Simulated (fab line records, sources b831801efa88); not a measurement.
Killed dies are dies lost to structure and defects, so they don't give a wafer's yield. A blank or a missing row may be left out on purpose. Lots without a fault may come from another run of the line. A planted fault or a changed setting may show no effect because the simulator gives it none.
Which tool did it? | flow sfq_line | 14 lots, 42 wafers sampled, at 5 steps of a route of 325

WHAT THE GAUGES READ, wafer by wafer
The record holds no reading of a measuring or inspecting step that can be judged against a usual standard deviation.

WHICH TOOL RAN EACH LOT (tool, then ch and the chambers of the sampled wafers, then the start)
lot  | SFQ_TRILAYER_I4_VIA_STRIP_STRIP_107 | SFQ_TRILAYER_JJ_CE_ETCH_RIE_118   | SFQ_TRILAYER_A5B_DEP_PECVD_129  | SFQ_TRILAYER_A5B_METRO_MEASURE_131 | SFQ_TRILAYER_R5_DEP_SPUTTER_134
L336 | rie_metal-03 ch 0,1, day 59 15:29   | rie_metal-02 ch 0, day 59 21:13   | pecvd-02 ch 0,2, day 60 02:16   | film_metro-03, day 60 15:26        | pvd_sputter-05, day 60 16:43
L337 | rie_metal-04 ch 0,1, day 60 02:17   | rie_metal-02 ch 0,1, day 60 08:01 | pecvd-01 ch 0,2, day 60 12:53   | film_metro-02, day 60 22:22        | pvd_sputter-04, day 60 23:38
L338 | rie_metal-01 ch 0,1, day 60 15:29   | rie_metal-01 ch 0,1, day 65 02:36 | pecvd-01 ch 0,1,2, day 65 08:16 | film_metro-02, day 65 11:22        | pvd_sputter-05, day 65 12:38
L339 | rie_metal-01 ch 0, day 60 20:25     | rie_metal-03 ch 1, day 65 08:36   | pecvd-04 ch 0,1, day 70 00:05   | film_metro-02, day 70 04:03        | pvd_sputter-06, day 70 05:19
L340 | rie_metal-04 ch 1, day 61 02:25     | rie_metal-01 ch 0,1, day 65 13:31 | pecvd-01 ch 0,1,2, day 70 03:41 | film_metro-02, day 70 08:30        | pvd_sputter-04, day 70 09:47
L342 | rie_metal-01 ch 1, day 62 08:25     | rie_metal-03 ch 0,1, day 66 11:15 | pecvd-01 ch 0,1, day 71 05:47   | film_metro-03, day 71 10:15        | pvd_sputter-05, day 71 11:32
L343 | rie_metal-04 ch 0,1, day 64 00:28   | rie_metal-03 ch 0,1, day 68 15:08 | pecvd-02 ch 0,1, day 72 22:52   | film_metro-03, day 73 04:18        | pvd_sputter-06, day 73 05:11
L344 | rie_metal-04 ch 0,1, day 64 03:52   | rie_metal-03 ch 0,1, day 68 17:30 | pecvd-04 ch 0,1,2, day 73 02:26 | film_metro-02, day 73 07:17        | pvd_sputter-05, day 73 08:21
L348 | rie_metal-01 ch 0, day 64 23:04     | rie_metal-01 ch 0,1, day 69 15:56 | pecvd-04 ch 0,1,2, day 74 02:37 | film_metro-01, day 74 05:43        | pvd_sputter-06, day 74 06:59
L351 | rie_metal-04 ch 0,1, day 65 18:23   | rie_metal-02 ch 0,1, day 70 12:04 | pecvd-04 ch 1,2, day 74 19:14   | film_metro-03, day 74 22:20        | pvd_sputter-05, day 74 23:37
L355 | rie_metal-04 ch 0,1, day 66 16:07   | rie_metal-01 ch 0,1, day 71 11:04 | pecvd-02 ch 0,1,2, day 75 18:41 | film_metro-03, day 75 22:03        | pvd_sputter-04, day 75 23:19
L356 | rie_metal-01 ch 0,1, day 66 22:19   | rie_metal-01 ch 0,1, day 71 14:29 | pecvd-01 ch 0,2, day 75 20:55   | film_metro-02, day 76 00:25        | pvd_sputter-06, day 76 01:17
L358 | rie_metal-01 ch 0,1, day 67 06:31   | rie_metal-02 ch 0,1, day 71 22:52 | pecvd-02 ch 0,1,2, day 76 06:32 | film_metro-01, day 76 09:37        | pvd_sputter-06, day 76 10:54
L359 | rie_metal-03 ch 0, day 67 07:43     | rie_metal-03 ch 0,1, day 72 00:04 | pecvd-01 ch 0,1, day 76 09:05   | film_metro-01, day 76 12:49        | pvd_sputter-06, day 76 13:54
- SFQ_TRILAYER_I4_VIA_STRIP_STRIP_107: strips in O2.
- SFQ_TRILAYER_JJ_CE_ETCH_RIE_118: chemistry SF6, target Nb, stops on Al2O3, time 97.7 s, target depth 170 nm.
- SFQ_TRILAYER_A5B_DEP_PECVD_129: deposits SiO2 from SiH4/N2O, time 133.33 s, target thk 600 nm.
- SFQ_TRILAYER_A5B_METRO_MEASURE_131
- SFQ_TRILAYER_R5_DEP_SPUTTER_134: material Ti, target thk 5 nm, time 5 s.

WHAT THE TOOLS THEMSELVES READ (means of the sampled wafers that have a number; where no wafer has one, the mark that the record gives instead)
SFQ_TRILAYER_I4_VIA_STRIP_STRIP_107. Usual: drypump_motor_current_A 5.35 A, standard deviation 0.16; oes_product_au 1.002 a.u., standard deviation 0.0095.
lot  | tool         | drypump_motor_current_A (A) | oes_product_au (a.u.) | flag
L336 | rie_metal-03 | 5.69                        | 0.996                 |
L337 | rie_metal-04 | 5.25                        | 1.002                 |
L338 | rie_metal-01 | 5.37                        | 1.000                 |
L339 | rie_metal-01 | 5.36                        | 1.000                 |
L340 | rie_metal-04 | 5.16                        | 1.003                 |
L342 | rie_metal-01 | 5.35                        | 1.020                 |
L343 | rie_metal-04 | 5.24                        | 0.999                 |
L344 | rie_metal-04 | 5.23                        | 0.996                 |
L348 | rie_metal-01 | 5.38                        | 1.003                 |
L351 | rie_metal-04 | 5.24                        | 1.002                 |
L355 | rie_metal-04 | 5.26                        | 0.993                 |
L356 | rie_metal-01 | 5.36                        | 1.000                 |
L358 | rie_metal-01 | 5.41                        | 0.998                 |
L359 | rie_metal-03 | 5.49                        | 0.995                 |

SFQ_TRILAYER_JJ_CE_ETCH_RIE_118. Usual: drypump_motor_current_A 5.6 A, standard deviation 0.35; oes_product_au 0.990 a.u., standard deviation 0.0078.
lot  | tool         | drypump_motor_current_A (A) | oes_product_au (a.u.) | flag
L336 | rie_metal-02 | 5.3                         | 1.003                 |
L337 | rie_metal-02 | 6.0                         | 0.990                 |
L338 | rie_metal-01 | 5.4                         | 0.990                 |
L339 | rie_metal-03 | 5.8                         | 0.983                 |
L340 | rie_metal-01 | 5.4                         | 0.995                 |
L342 | rie_metal-03 | 5.7                         | 0.985                 |
L343 | rie_metal-03 | 5.6                         | 0.995                 |
L344 | rie_metal-03 | 5.6                         | 0.998                 |
L348 | rie_metal-01 | 5.4                         | 0.993                 |
L351 | rie_metal-02 | 5.7                         | 0.984                 |
L355 | rie_metal-01 | 5.4                         | 0.995                 |
L356 | rie_metal-01 | 5.4                         | 0.994                 |
L358 | rie_metal-02 | 5.7                         | 0.989                 |
L359 | rie_metal-03 | 5.6                         | 1.000                 |

SFQ_TRILAYER_A5B_DEP_PECVD_129. Usual: heater_power_w 94 W, standard deviation 13; throttle_valve_pct 25.4 %, standard deviation 1.9.
lot  | tool     | heater_power_w (W) | throttle_valve_pct (%) | flag
L336 | pecvd-02 | 100                | 27.4                   |
L337 | pecvd-01 | 90                 | 25.9                   |
L338 | pecvd-01 | 92                 | 26.6                   |
L339 | pecvd-04 | 94                 | 25.2                   |
L340 | pecvd-01 | 93                 | 26.5                   |
L342 | pecvd-01 | 89                 | 26.4                   |
L343 | pecvd-02 | 82                 | 25.3                   |
L344 | pecvd-04 | 89                 | 24.7                   |
L348 | pecvd-04 | 98                 | 24.7                   |
L351 | pecvd-04 | 82                 | 25.1                   |
L355 | pecvd-02 | 98                 | 26.9                   |
L356 | pecvd-01 | 84                 | 23.7                   |
L358 | pecvd-02 | 100                | 26.7                   |
L359 | pecvd-01 | 87                 | 23.9                   |

SFQ_TRILAYER_A5B_METRO_MEASURE_131. Usual: thk_nm 341 nm, standard deviation 6.2.
lot  | tool          | thk_nm (nm) | flag
L336 | film_metro-03 | 340         |
L337 | film_metro-02 | 346         |
L338 | film_metro-02 | 345         |
L339 | film_metro-02 | 340         |
L340 | film_metro-02 | 342         |
L342 | film_metro-03 | 340         |
L343 | film_metro-03 | 344         |
L344 | film_metro-02 | 350         |
L348 | film_metro-01 | 312         | OFF
L351 | film_metro-03 | 294         | OFF
L355 | film_metro-03 | 338         |
L356 | film_metro-02 | 340         |
L358 | film_metro-01 | 340         |
L359 | film_metro-01 | 338         |

SFQ_TRILAYER_R5_DEP_SPUTTER_134. Usual: throttle_valve_pct 30.5 %, standard deviation 1.2.
lot  | tool           | throttle_valve_pct (%) | flag
L336 | pvd_sputter-05 | 31.3                   |
L337 | pvd_sputter-04 | 30.1                   |
L338 | pvd_sputter-05 | 31.1                   |
L339 | pvd_sputter-06 | 30.8                   |
L340 | pvd_sputter-04 | 29.9                   |
L342 | pvd_sputter-05 | 31.3                   |
L343 | pvd_sputter-06 | 31.3                   |
L344 | pvd_sputter-05 | 30.9                   |
L348 | pvd_sputter-06 | 31.3                   |
L351 | pvd_sputter-05 | 30.2                   |
L355 | pvd_sputter-04 | 29.9                   |
L356 | pvd_sputter-06 | 30.3                   |
L358 | pvd_sputter-06 | 31.3                   |
L359 | pvd_sputter-06 | 30.5                   |

THE ANSWER, worked out from the rows above alone
Rule: a lot is off if the mean of its wafers that have a number lies more than 3 standard deviations from the usual mean. A lot without any number at a reading at which 4 lots or more have one is off too. The other lots that the step has rows for count as sound. The gauges are gone through in route order, then the tools' own readings, and for those a lot's mean is taken as printed above. The first step at which some lot is off is used, and at that step the reading that is off furthest; a lot without a number counts as furthest.
Off: L348, L351, at SFQ_TRILAYER_A5B_METRO_MEASURE_131 (thk_nm).
A tool fits if, at that step or a process step before it, it ran every lot that is off, and no sound lot after the first of them. One fits: pecvd-04 at SFQ_TRILAYER_A5B_DEP_PECVD_129. Its last sound lot is L344 (day 73 02:26), its first lot that is off L348 (day 74 02:37): a fault that began between those two fits.

WHAT THE SIMULATOR HAD PUT IN
Process parameter drift: pecvd-04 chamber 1, from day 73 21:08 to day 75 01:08, at SFQ_TRILAYER_A5B_DEP_PECVD_129. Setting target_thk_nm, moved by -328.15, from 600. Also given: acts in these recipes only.
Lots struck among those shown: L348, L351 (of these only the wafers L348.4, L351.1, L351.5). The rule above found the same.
